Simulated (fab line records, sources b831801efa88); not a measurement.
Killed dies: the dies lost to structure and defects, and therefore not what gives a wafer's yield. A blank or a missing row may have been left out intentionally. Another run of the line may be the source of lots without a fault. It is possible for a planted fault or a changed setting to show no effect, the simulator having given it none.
Chamber matching    flow gf180mcu    4 sister chambers for GF_V3_ETCH_16 on rie-diel-04
The step etches BARC in N2/H2. 8 wafers are shown with their chamber, then 11 later ones without.

== WAFERS WITH THEIR CHAMBER ==
wafer   chamber  drypump-motor-current-A (A)  oes-product-au (a.u.)
L081.6  1        6.0                          0.854
L085.1  2        5.8                          0.859
L085.5  3        5.4                          0.850
L085.6  0        4.9                          0.857
L088.1  2        5.8                          0.852
L088.2  3        5.5                          0.846
L088.3  1        6.0                          0.856
L088.4  0        4.9                          0.852

== WAFERS WITHOUT THEIR CHAMBER ==
wafer   drypump-motor-current-A (A)  oes-product-au (a.u.)
L088.5  4.9                          0.848
L088.6  5.5                          0.857
L089.4  6.0                          0.851
L089.5  5.8                          0.863
L089.6  6.0                          0.854
L093.3  5.4                          0.851
L093.4  6.0                          0.853
L093.5  4.9                          0.855
L095.2  4.9                          0.847
L095.4  4.9                          0.853
L095.6  5.8                          0.856

== CHAMBER TAKEN BY EACH ==
wafer   from the rows above  in truth
L088.5  0                    0
L088.6  3                    3
L089.4  1                    1
L089.5  2                    2
L089.6  1                    1
L093.3  3                    3
L093.4  1                    1
L093.5  0                    0
L095.2  0                    0
L095.4  0                    0
L095.6  2                    2
Correct placement for 11 of the 11. From these rows, 0 cannot be placed. 0 placed wrongly.
How it was worked out, from the rows above alone: a wafer's distance from a chamber is the root of the sum, over the readings, of the square of ((its reading less the chamber's mean) divided by the reading's scatter). The wafer belongs to the nearest chamber; if the next one is less than 2 further off, it can't be placed. The mean given for a chamber averages the wafers shown for that chamber. How the scatter is found: for the shown wafers, subtract from each reading the mean of its chamber, square and add these, divide the total by (wafers less chambers), then take the root.
